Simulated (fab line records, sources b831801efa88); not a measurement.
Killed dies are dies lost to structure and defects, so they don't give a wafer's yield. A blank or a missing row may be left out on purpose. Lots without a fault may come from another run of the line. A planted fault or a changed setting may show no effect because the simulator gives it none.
Which tool did it? | flow sky130 | 6 lots, 18 wafers sampled, at 2 steps of a route of 708

WHAT THE GAUGES READ, wafer by wafer
SKY_PWDE_TW_MEAS_10.
lot  | measured    | on            | PWDE_TW
L179 | day 4 08:16 | film_metro-03 | 372 374 373
L187 | day 6 06:44 | film_metro-01 | 472 470 469
L191 | day 7 07:50 | film_metro-04 | 466 464 465
L196 | day 8 10:02 | film_metro-04 | 377 376 376
L198 | day 9 18:14 | film_metro-01 | 380 378 379
L199 | day 9 18:59 | film_metro-01 | 381 382 380

WHICH TOOL RAN EACH LOT (tool, then ch and the chambers of the sampled wafers, then the start)
lot  | SKY_PWDE_IMPLANT_08
L179 | implanter-02 ch 0, day 4 08:01
L187 | implanter-01 ch 0, day 6 06:10
L191 | implanter-04 ch 0, day 7 07:19
L196 | implanter-01 ch 0, day 8 09:47
L198 | implanter-02 ch 0, day 9 17:59
L199 | implanter-01 ch 0, day 9 18:44
- SKY_PWDE_IMPLANT_08

THE ANSWER, worked out from the rows above alone
Rule: what is usual is taken from the lots themselves. Put in order of their means at a reading, lots are off if they are a third of the lots or fewer, leave a main group of 4 or more, and stand apart from it by a gap of 3 or more times the standard deviation of the main group's means; of several such gaps the widest counts. A main group whose means are all the same, to the digits that the tables above print for the reading, isn't used. A lot without any number at a reading at which 4 lots or more have one is off too. The other lots that the step has rows for count as sound.
Off: L187, L191, at SKY_PWDE_TW_MEAS_10 (PWDE_TW). The main group: mean 377, standard deviation 3.
A tool fits if, at a process step before that reading, it ran every lot that is off, and no sound lot after the first of them. The gauges at SKY_PWDE_TW_MEAS_10 are tried like those tools. None of those tried fits.

WHAT THE SIMULATOR HAD PUT IN
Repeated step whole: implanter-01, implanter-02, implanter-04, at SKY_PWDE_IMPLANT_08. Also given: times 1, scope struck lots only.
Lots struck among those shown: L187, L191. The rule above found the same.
